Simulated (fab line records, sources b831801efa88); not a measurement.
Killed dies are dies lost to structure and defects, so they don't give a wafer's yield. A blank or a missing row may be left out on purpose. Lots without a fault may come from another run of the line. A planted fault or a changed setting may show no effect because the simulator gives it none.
Chamber matching | flow sky130 | SKY_CONTACT_ETCH_16 on rie_diel-02: 4 sister chambers
The step etches BARC in N2/H2, stops on SiO2, time 45.9 s, target depth 60 nm. 16 wafers are shown with their chamber, then 8 later ones without.

WAFERS WITH THEIR CHAMBER
wafer  | chamber | oes_product_au (a.u.) | throttle_valve_pct (%)
L075.1 | 2       | 0.854                 | 13.219
L075.4 | 3       | 0.861                 | 13.223
L075.6 | 0       | 0.851                 | 13.216
L078.1 | 1       | 0.848                 | 13.217
L078.3 | 2       | 0.861                 | 13.227
L078.6 | 1       | 0.858                 | 13.211
L080.2 | 2       | 0.859                 | 13.228
L080.5 | 2       | 0.854                 | 13.238
L080.6 | 1       | 0.843                 | 13.227
L086.1 | 1       | 0.855                 | 13.215
L086.2 | 2       | 0.851                 | 13.211
L086.4 | 0       | 0.857                 | 13.216
L089.2 | 2       | 0.857                 | 13.235
L089.5 | 0       | 0.862                 | 13.230
L089.6 | 3       | 0.861                 | 13.239
L093.1 | 0       | 0.855                 | 13.228

SIGNATURES (means of the wafers above)
reading            | chamber 0 | chamber 1 | chamber 2 | chamber 3 | scatter within a chamber
oes_product_au     | 0.85625   | 0.85100   | 0.85600   | 0.86100   | 0.00473
throttle_valve_pct | 13.22250  | 13.21750  | 13.22633  | 13.23100  | 0.00886
Rule: a wafer's distance from a chamber is the root of the sum, over the readings, of the square of ((its reading less the chamber's mean) divided by the reading's scatter). The wafer belongs to the nearest chamber; if the next one is less than 2 further off, it can't be placed. The scatter: the root of (the sum of the squares of (reading less its chamber's mean) over the shown wafers, divided by (wafers less chambers)).

WAFERS WITHOUT THEIR CHAMBER
wafer  | oes_product_au (a.u.) | throttle_valve_pct (%)
L093.2 | 0.860                 | 13.223
L093.6 | 0.850                 | 13.228
L094.1 | 0.861                 | 13.215
L094.3 | 0.848                 | 13.238
L094.6 | 0.857                 | 13.205
L097.1 | 0.854                 | 13.221
L097.2 | 0.854                 | 13.242
L097.5 | 0.858                 | 13.227

WHICH CHAMBER EACH WENT THROUGH
wafer  | from the rows above               | in truth
L093.2 | can't be placed: 0 or 2 or 3 or 1 | 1
L093.6 | can't be placed: 1 or 2 or 0 or 3 | 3
L094.1 | can't be placed: 0 or 2 or 3 or 1 | 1
L094.3 | can't be placed: 2 or 1 or 0 or 3 | 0
L094.6 | can't be placed: 1 or 0 or 2 or 3 | 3
L097.1 | can't be placed: 0 or 2 or 1 or 3 | 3
L097.2 | can't be placed: 2 or 3 or 0 or 1 | 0
L097.5 | can't be placed: 2 or 0 or 3 or 1 | 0
Placed correctly: 0 of 8. Can't be placed from these rows: 8 (the true chamber is among the candidates in 8). Placed wrongly: 0.
